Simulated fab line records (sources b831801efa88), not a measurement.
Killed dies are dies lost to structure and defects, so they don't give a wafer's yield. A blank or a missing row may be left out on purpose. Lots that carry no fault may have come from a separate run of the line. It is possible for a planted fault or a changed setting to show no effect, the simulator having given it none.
fab line records    flow sky130
record lots=6  wafers=18  lastDay=50
route steps=708 shown VIA4@653 METAL5@661
lots untouched by any fault: they come from a run of this same line in which no faults occurred
startH: hours from the record's opening day to when the first of the lot's shown wafers began    waitH: hours elapsed since this lot's preceding step    " identical to the entry in the row above    L1.1+2: several wafers, shown together as one row    - no value, or no start was given    * or withheld: withheld    < > ~ a bound
route shown NAME@n: names a module that has steps shown in the file, with the first one's number in the route    usual: mean and standard deviation over wafers with no fault    same: alike in all rows    chamber/n: place in a boat    sites: per-site readings    _std_site: standard deviation across them    _edge_site: outer sites' mean less inner sites'    radiusMm: for every site, how far away it sits from the centre of the wafer    mask NAME#n: copy n    behind: the last tool/chamber to shape the wafer    hold: why the lot was held/for how many hours/how that ended    device: transistor that didn't switch, given as n, p or np    end of line: the same wafers' tests at the end of the route    a step without rows: its recipe alone    killed: dies that structure and defects cost at the first sort, which is not the same as the wafer's yield    map: shows each die of a wafer: x if killed, . if not, _ if none is there
set.NAME: the setting the step ran with; set.NAME@STEP: the setting that earlier step ran with    model.NAME: the simulator's own value behind a step, which no gauge read
a table for each step, a row for each wafer; lots at some steps of the route
services: from which hour (startH, from the record's first day; less than 0 if before it) a tool's chamber was out of use, for how many hours, and why
## steps
# step SKY_VIA4_STRIP_14
# recipe chemistry=postEtchResidueRemover  timeS=1200  tempC=72.5
# step SKY_VIA4_CLEAN_15
# recipe chemistry=IPA  timeS=180  tempC=25
# step SKY_VIA4_CLEAN_16
# recipe chemistry=O3/DIW  dry=n2Spin
# step SKY_VIA4_SPUTTER_17
# recipe material=TiN  targetThkNm=20  chamberPressurePa=5  powerW=4000  timeS=80
# step SKY_VIA4_CVD_18
# recipe material=W  targetThkNm=505  timeS=152.14  tempC=400  pressureTorr=40
# usual heaterPowerW=816/110
lot.wafer  tool     chamber  startH   waitH  heaterPowerW
L759.4     cvdW-02  1        1027.95  0.2    959
L759.5     "        1        "        "      958
L759.6     "        1        "        "      940
L765.3     cvdW-02  0        1060.76  0.1    862
L765.4     "        1        "        "      945
L765.5     "        1        "        "      949
L768.2     cvdW-02  1        1079.43  0.0    937
L768.3     "        0        "        "      904
L768.5     "        0        "        "      904
L769.3     cvdW-02  1        1083.32  0.2    938
L769.4     "        0        "        "      908
L769.6     "        0        "        "      853
L778.1     cvdW-01  1        1137.49  0.0    731
L778.4     "        1        "        "      717
L778.5     "        0        "        "      700
L779.1     cvdW-02  1        1146.11  0.0    965
L779.3     "        1        "        "      923
L779.5     "        1        "        "      940
# step SKY_VIA4_RS_MEAS_19
# recipe thkMeasGauge=four-point-probe  reads=W_of_VIA4_CVD_18+TiN_of_VIA4_SPUTTER_17
# usual VIA4_W_RS=0.2255/0.0018
lot.wafer  tool          chamber  startH   waitH  VIA4_W_RS[ohm/sq]
L759.4     filmMetro-03  -        1028.16  0.2    0.2259
L759.5     "             -        "        "      0.2247
L759.6     "             -        "        "      0.2273
L765.3     filmMetro-04  -        1060.90  0.1    0.2266
L765.4     "             -        "        "      0.2287
L765.5     "             -        "        "      0.2232
L768.2     filmMetro-03  -        1079.60  0.1    0.2249
L768.3     "             -        "        "      0.2245
L768.5     "             -        "        "      0.2238
L769.3     filmMetro-04  -        1083.47  0.1    0.2247
L769.4     "             -        "        "      0.2257
L769.6     "             -        "        "      0.2254
L778.1     filmMetro-01  -        1137.64  0.1    0.2291
L778.4     "             -        "        "      0.2269
L778.5     "             -        "        "      0.2223
L779.1     filmMetro-01  -        1146.26  0.1    0.2232
L779.3     "             -        "        "      0.2265
L779.5     "             -        "        "      0.2251
# step SKY_VIA4_THK_MEAS_20
# recipe thkMeasGauge=xrf  reads=W_of_VIA4_CVD_18
# usual VIA4_W_THK=515/4.8
lot.wafer  tool          chamber  startH   waitH  VIA4_W_THK[nm]
L759.4     filmMetro-03  -        1028.25  0.1    515
L759.5     "             -        "        "      519
L759.6     "             -        "        "      514
L765.3     filmMetro-04  -        1061.00  0.1    516
L765.4     "             -        "        "      512
L765.5     "             -        "        "      523
L768.2     filmMetro-03  -        1079.71  0.1    518
L768.3     "             -        "        "      519
L768.5     "             -        "        "      524
L769.3     filmMetro-04  -        1083.57  0.1    522
L769.4     "             -        "        "      520
L769.6     "             -        "        "      523
L778.1     filmMetro-01  -        1137.76  0.1    504
L778.4     "             -        "        "      509
L778.5     "             -        "        "      521
L779.1     filmMetro-01  -        1146.38  0.1    515
L779.3     "             -        "        "      506
L779.5     "             -        "        "      515
# step SKY_VIA4_CMP_21
# recipe stopOn=SiO2  tOverpolishS=25  downForcePsi=3.5  platenRpm=60  targetThkNm=0  padVelocityMS=0.94248
# usual motorCurrentA=10.6/0.77  overpolishRunS=24.998/0.0081  slurryFlowMlMin=150.0/0.46  timeToEndpointS=125/4.6
lot.wafer  tool    chamber  startH   waitH  motorCurrentA  overpolishRunS  slurryFlowMlMin  timeToEndpointS
L759.4     cmp-02  3        1028.28  0.0    11.6           25.000          149.3            128
L759.6     "       3        "        "      11.1           25.000          149.7            129
L759.5     "       0        "        "      9.7            24.992          150.4            124
L765.3     cmp-02  1        1061.09  0.1    10.8           25.013          149.4            127
L765.4     "       3        "        "      12.1           25.000          150.3            123
L765.5     "       1        "        "      10.4           24.975          150.5            127
L768.3     cmp-02  0        1079.89  0.2    10.2           25.003          149.9            121
L768.2     "       3        "        "      11.2           25.007          150.2            125
L768.5     "       0        "        "      10.2           24.995          150.3            118
L769.4     cmp-02  3        1083.80  0.2    11.4           25.002          150.1            121
L769.3     "       0        "        "      10.0           24.987          150.6            119
L769.6     "       3        "        "      11.6           25.006          149.7            122
L778.1     cmp-02  3        1137.92  0.1    11.2           24.998          150.0            130
L778.4     "       0        "        "      9.6            24.993          150.7            130
L778.5     "       1        "        "      10.9           24.994          150.0            136
L779.1     cmp-01  0        1146.60  0.2    10.8           25.013          150.5            113
L779.3     "       1        "        "      12.7           25.009          148.7            121
L779.5     "       1        "        "      11.9           24.995          150.3            117
# step SKY_METAL5_SPUTTER_00
# recipe material=Ti  targetThkNm=15  powerW=3000  timeS=10  chamberPressurePa=0.4
# step SKY_METAL5_SPUTTER_01
# recipe material=TiN  targetThkNm=20  powerW=6500  timeS=16.7  chamberPressurePa=0.4
# usual cathodeDcPowerW=6500.0/1.1  chamberPressurePa=0.4000/0.00075  throttleValvePct=30.6/0.85
lot.wafer  tool           chamber  startH   waitH  cathodeDcPowerW  chamberPressurePa  throttleValvePct
L759.4     pvdSputter-02  -        1028.61  0.0    6501.9           0.3993             31.3
L759.5     "              -        "        "      6500.0           0.3995             31.6
L759.6     "              -        "        "      6500.2           0.4013             29.9
L765.3     pvdSputter-04  -        1061.36  0.0    6500.2           0.3986             29.3
L765.4     "              -        "        "      6500.7           0.3988             30.4
L765.5     "              -        "        "      6499.8           0.3995             30.4
L768.2     pvdSputter-01  -        1080.21  0.0    6499.1           0.4002             30.0
L768.3     "              -        "        "      6499.9           0.4013             31.7
L768.5     "              -        "        "      6499.3           0.4010             31.7
L769.3     pvdSputter-02  -        1084.08  0.0    6500.1           0.3992             30.1
L769.4     "              -        "        "      6499.4           0.4008             29.5
L769.6     "              -        "        "      6500.3           0.3996             31.6
L778.1     pvdSputter-01  -        1138.14  0.0    6498.6           0.3998             30.5
L778.4     "              -        "        "      6500.4           0.3996             30.2
L778.5     "              -        "        "      6498.6           0.4000             30.2
L779.1     pvdSputter-04  -        1146.92  0.0    6499.6           0.3997             30.8
L779.3     "              -        "        "      6501.1           0.3999             29.5
L779.5     "              -        "        "      6498.9           0.3990             31.9
# step SKY_METAL5_SPUTTER_02
# recipe material=AlCu  targetThkNm=1150  powerW=10600  timeS=61.2  chamberPressurePa=0.4
# usual cathodeDcPowerW=10600/1.9  chamberPressurePa=0.4000/0.00075  throttleValvePct=30.6/0.87
lot.wafer  tool           chamber  startH   waitH  cathodeDcPowerW  chamberPressurePa  throttleValvePct
L759.4     pvdSputter-02  -        1028.63  0.0    10597            0.4003             31.4
L759.5     "              -        "        "      10599            0.4002             31.6
L759.6     "              -        "        "      10600            0.4011             29.9
L765.3     pvdSputter-04  -        1061.39  0.0    10599            0.3999             29.0
L765.4     "              -        "        "      10601            0.3996             30.2
L765.5     "              -        "        "      10599            0.4004             30.0
L768.2     pvdSputter-01  -        1080.24  0.0    10597            0.3990             30.0
L768.3     "              -        "        "      10597            0.3998             31.7
L768.5     "              -        "        "      10599            0.3999             31.5
L769.3     pvdSputter-02  -        1084.10  0.0    10599            0.3994             30.1
L769.4     "              -        "        "      10599            0.3997             29.6
L769.6     "              -        "        "      10601            0.4022             31.3
L778.1     pvdSputter-01  -        1138.17  0.0    10596            0.4011             30.2
L778.4     "              -        "        "      10599            0.3995             30.5
L778.5     "              -        "        "      10600            0.3987             30.2
L779.1     pvdSputter-04  -        1146.95  0.0    10602            0.3995             30.7
L779.3     "              -        "        "      10598            0.4003             29.3
L779.5     "              -        "        "      10597            0.4005             32.0
# step SKY_METAL5_SPUTTER_03
# recipe material=Ti  targetThkNm=5  powerW=3000  timeS=3.3  chamberPressurePa=0.4
# step SKY_METAL5_SPUTTER_04
# recipe material=TiN  targetThkNm=70  powerW=6500  timeS=58.3  chamberPressurePa=0.4
# usual cathodeDcPowerW=6500.0/1.3  chamberPressurePa=0.4000/0.00083  throttleValvePct=30.6/0.85
lot.wafer  tool           chamber  startH   waitH  cathodeDcPowerW  chamberPressurePa  throttleValvePct
L759.4     pvdSputter-02  -        1028.70  0.0    6501.0           0.3996             31.4
L759.5     "              -        "        "      6499.7           0.4005             31.3
L759.6     "              -        "        "      6500.1           0.3989             29.7
L765.3     pvdSputter-04  -        1061.46  0.0    6500.8           0.3989             29.5
L765.4     "              -        "        "      6498.6           0.3993             30.7
L765.5     "              -        "        "      6500.3           0.4002             30.5
L768.2     pvdSputter-01  -        1080.31  0.0    -                -                  -
L768.3     "              -        "        "      -                -                  -
L768.5     "              -        "        "      -                -                  -
L769.3     pvdSputter-02  -        1084.17  0.0    -                -                  -
L769.4     "              -        "        "      -                -                  -
L769.6     "              -        "        "      -                -                  -
L778.1     pvdSputter-01  -        1138.24  0.0    6500.7           0.3989             30.2
L778.4     "              -        "        "      6502.2           0.4002             30.4
L778.5     "              -        "        "      6500.7           0.3999             30.0
L779.1     pvdSputter-04  -        1147.02  0.0    6500.0           0.3999             31.1
L779.3     "              -        "        "      6499.3           0.4003             29.3
L779.5     "              -        "        "      6500.4           0.3990             32.2
# step SKY_METAL5_THK_MEAS_06
# recipe thkMeasGauge=xrf  reads=AlCu_of_METAL5_SPUTTER_02
# usual METAL5_ALCU_THK=1137/13
lot.wafer  tool          chamber  startH   waitH  METAL5_ALCU_THK[nm]
L759.4     filmMetro-02  -        1028.90  0.1    1139
L759.5     "             -        "        "      1136
L759.6     "             -        "        "      1140
L765.3     filmMetro-01  -        1061.65  0.1    1116
L765.4     "             -        "        "      1135
L765.5     "             -        "        "      1139
L768.2     filmMetro-02  -        1080.49  0.1    1360
L768.3     "             -        "        "      1343
L768.5     "             -        "        "      1350
L769.3     filmMetro-01  -        1084.36  0.1    1320
L769.4     "             -        "        "      1333
L769.6     "             -        "        "      1353
L778.1     filmMetro-02  -        1138.41  0.1    1151
L778.4     "             -        "        "      1138
L778.5     "             -        "        "      1145
L779.1     filmMetro-01  -        1147.19  0.1    1140
L779.3     "             -        "        "      1128
L779.5     "             -        "        "      1143
# step SKY_METAL5_DEHYDRATE_07
# recipe tempC=200  timeS=60
# step SKY_METAL5_HMDS_08
# recipe primeTimeS=60  primeTempC=120
# step SKY_METAL5_COAT_09
# recipe resist=NOVOLAK  spinRpm=3000  resistThkNm=1800
# step SKY_METAL5_SOFTBAKE_10
# recipe tempC=90  timeS=60  resist=NOVOLAK
# step SKY_METAL5_EXPOSE_11
# recipe maskId=MM5  na=0.6  sourceShape=conventional  sigmaOuter=0.6  polarization=unpolarized  targetCdNm=1600  doseMj=190
# step SKY_METAL5_PEB_12
# recipe tempC=withheld  timeS=*  resist=NOVOLAK
# step SKY_METAL5_DEVELOP_13
# recipe resist=NOVOLAK  developer=TMAH  developTimeS=60  devTempC=23
# step SKY_METAL5_DESCUM_14
# recipe chemistry=O2  sourcePowerW=150  biasPowerW=0  pressureMtorr=10  tempC=40  timeS=11
# step SKY_METAL5_METAL_ETCH_15
# recipe targetDepthA=12600  stopOn=SiO2  overEtchFrac=0.2  timeS=252  chemistry=Cl2/BCl3  resistSidewallDeg=86  pressureMtorr=10  icpW=900  biasW=48.5  Cl2_flow_sccm=60  bcl3FlowSccm=30
# usual drypumpMotorCurrentA=5.77/0.25  oesProductAu=0.895/0.0043  throttleValvePct=22.265/0.0089
lot.wafer  tool         chamber  startH   waitH  drypumpMotorCurrentA  oesProductAu  rfHoursCounterH  throttleValvePct
L759.4     rieMetal-03  0        1051.48  0.1    5.79                  0.902         -                22.260
L759.5     "            0        "        "      5.79                  0.894         -                22.268
L759.6     "            1        "        "      5.60                  0.893         -                22.267
L765.3     rieMetal-02  0        1082.09  0.1    6.11                  0.900         -                22.263
L765.4     "            1        "        "      6.12                  0.895         -                22.269
L765.5     "            1        "        "      6.15                  0.897         -                22.252
L768.2     rieMetal-03  1        1100.25  0.0    5.64                  0.883         15               22.260
L768.3     "            0        "        "      5.77                  0.870         -                22.269
L768.5     "            1        "        "      5.59                  0.871         -                22.259
L769.3     rieMetal-02  0        1104.51  0.1    6.09                  0.871         -                22.254
L769.4     "            1        "        "      6.18                  0.873         -                22.279
L769.6     "            0        "        "      6.08                  0.885         -                22.249
L778.1     rieMetal-02  0        1156.43  0.0    6.08                  0.897         15               22.267
L778.4     "            1        "        "      6.15                  0.887         -                22.262
L778.5     "            1        "        "      6.16                  0.890         -                22.267
L779.1     rieMetal-04  1        1164.50  0.0    5.65                  0.899         25               22.263
L779.3     "            1        "        "      5.65                  0.891         -                22.271
L779.5     "            1        "        "      5.69                  0.889         -                22.256
# step SKY_METAL5_STRIP_16
# recipe chemistry=O2/N2  powerW=1400  pressureMtorr=1500  platenTempC=withheld  o2FlowSccm=3000  n2FlowSccm=300  overashFraction=0.5
# usual drypumpMotorCurrentA=5.51/0.21  oesProductAu=0.710/0.005  stripTimeToEndpointS=13.2/0.31
lot.wafer  tool            chamber  startH   waitH  drypumpMotorCurrentA  oesProductAu  rfHoursCounterH  stripTimeToEndpointS
L759.4     plasmaAsher-01  0        1051.67  0.1    5.51                  0.720         -                13.6
L759.5     "               1        "        "      5.43                  0.714         -                13.7
L759.6     "               0        "        "      5.55                  0.708         -                13.4
L765.3     plasmaAsher-02  1        1082.28  0.1    5.71                  0.713         -                13.0
L765.4     "               0        "        "      5.36                  0.714         -                12.6
L765.5     "               1        "        "      5.70                  0.704         -                12.6
L768.2     plasmaAsher-01  1        1100.49  0.2    5.39                  0.704         36               13.5
L768.3     "               0        "        "      5.48                  0.711         -                13.5
L768.5     "               0        "        "      5.51                  0.701         -                13.5
L769.3     plasmaAsher-03  0        1104.70  0.1    5.22                  0.705         -                12.8
L769.4     "               1        "        "      5.87                  0.719         -                12.5
L769.6     "               0        "        "      5.19                  0.720         -                12.9
L778.1     plasmaAsher-03  1        1156.67  0.2    5.91                  0.716         69               13.1
L778.4     "               1        "        "      5.91                  0.710         -                12.6
L778.5     "               0        "        "      5.19                  0.710         -                12.7
L779.1     plasmaAsher-02  1        1164.74  0.2    5.73                  0.706         9                13.0
L779.3     "               0        "        "      5.38                  0.704         -                13.0
L779.5     "               0        "        "      5.36                  0.711         -                13.0
## services
tool            chamber  startH   hours  kind
rieMetal-03     -        1009.17  1.4    pm
cvdW-02         0        1018.57  3.3    repair
cvdW-02         0        1024.10  9.5    repair
cmp-01          -        1037.53  0.9    repair
plasmaAsher-03  -        1041.45  12.4   repair
rieMetal-03     1        1055.13  14.6   repair
plasmaAsher-02  -        1055.25  9.0    pm
rieMetal-03     0        1057.29  2.8    repair
cvdW-02         1        1066.32  10.5   repair
rieMetal-04     1        1070.24  18.4   repair
cmp-01          -        1078.88  7.0    repair
cvdW-01         -        1082.59  10.1   repair
cmp-01          -        1085.87  4.0    pm
rieMetal-03     -        1091.32  0.6    repair
cvdW-02         1        1094.63  7.2    repair
rieMetal-02     -        1101.27  2.8    pm
pvdSputter-04   -        1102.89  1.1    repair
cmp-02          -        1135.21  0.3    repair
plasmaAsher-03  -        1136.12  1.7    repair
rieMetal-03     -        1152.04  10.0   pm
pvdSputter-02   -        1153.53  0.5    repair
cmp-02          -        1156.12  4.0    pm
cmp-02          -        1158.04  1.6    repair
cmp-02          -        1162.50  13.1   pm
## key
firstSign step=SKY_METAL5_SPUTTER_04  reading=toolRecord  direction=missing
effect step=SKY_METAL5_THK_MEAS_06  reading=METAL5_ALCU_THK  direction=up  sigmas=16  usual=1137  struck=1343
effect step=SKY_METAL5_METAL_ETCH_15  reading=oesProductAu  direction=down  sigmas=4.3  usual=0.895  struck=0.876
metAt SKY_METAL5_SPUTTER_04
struckWafers L768.2,L768.3,L768.5,L769.3,L769.4,L769.6
laterRowsLeftOut L768.2,L768.3,L768.5,L769.3,L769.4,L769.6
sortLeftOut L768.2,L768.3,L768.5,L769.3,L769.4,L769.6
onsetBetween 1028.70 1080.31
fault kind=skippedStepWhole  tool=pvdSputter-01,pvdSputter-02  chamber=-  onsetH=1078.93  steps=SKY_METAL5_SPUTTER_04  scope=struckLotsOnly
# sortLeftOut: the simulated sort isn't trusted on such a fault, so these wafers' sort isn't shown, and their yield isn't known
# laterRowsLeftOut: the simulator's readings of these wafers behind a module that went badly wrong aren't trusted and aren't shown, but for the sort
